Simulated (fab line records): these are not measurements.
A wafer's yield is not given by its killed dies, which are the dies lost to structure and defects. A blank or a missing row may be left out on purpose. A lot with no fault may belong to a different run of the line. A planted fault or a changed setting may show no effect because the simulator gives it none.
A single fault, viewed from 2 desks :: flow sky130 :: every desk sees just its own numbers, and what lay behind them comes last

THE METROLOGY DESK
Lot by lot, what the gauges showed, no matter which tool ran the lot: averages of those sampled wafers that carry a number. Any lot whose mean is over 4 standard deviations away from the usual mean is out of limits and marked OUT; that distance is given in the brackets.
Columns: A = VIA3_W_RS at SKY_VIA3_RS_MEAS_22, usual 0.295 ohm/sq; B = VIA3_W_THK at SKY_VIA3_THK_MEAS_23, usual 392 nm
lot: L326
first seen here: day 44 08:14
A: 0.292
B: 390

lot: L328
first seen here: day 44 22:48
A: 0.300
B: 388

lot: L335
first seen here: day 47 00:35
A: 0.299
B: 386

lot: L338
first seen here: day 47 11:58
A: 0.298
B: 389

lot: L339
first seen here: day 47 15:11
A: 0.295
B: 391

lot: L340
first seen here: day 47 18:59
A: 0.292
B: 396
Finding of this desk: none of the 6 lots has anything out of limits.

AT THE TOOL OWNER'S DESK: pvd-sputter-02
The tool's own readings at SKY_METAL4_SPUTTER_01 (material TiN, target thk 20 nm, time 16.7 s): means of the sampled wafers that have a number, for each lot that ran on this tool. Any lot whose mean is over 4 standard deviations away from the usual mean is out of limits and marked OUT; that distance is given in the brackets.
Columns: A = cathode-dc-power-W at SKY_METAL4_SPUTTER_01, usual 6499.7 W; B = throttle-valve-pct at SKY_METAL4_SPUTTER_01, usual 30.4 %
lot: L328
first seen here: day 44 23:17
A: 6499.7
B: 30.9

lot: L335
first seen here: day 47 01:05
A: 6499.6
B: 29.9

lot: L338
first seen here: day 47 12:28
A: 6499.7
B: 31.2
Finding of this desk: none of the 3 lots has anything out of limits.

ALL TOGETHER
Nothing out of limits was seen by the metrology desk.
Nothing out of limits was seen by the tool owner's desk.

WHAT THE SIMULATOR HAD PUT IN
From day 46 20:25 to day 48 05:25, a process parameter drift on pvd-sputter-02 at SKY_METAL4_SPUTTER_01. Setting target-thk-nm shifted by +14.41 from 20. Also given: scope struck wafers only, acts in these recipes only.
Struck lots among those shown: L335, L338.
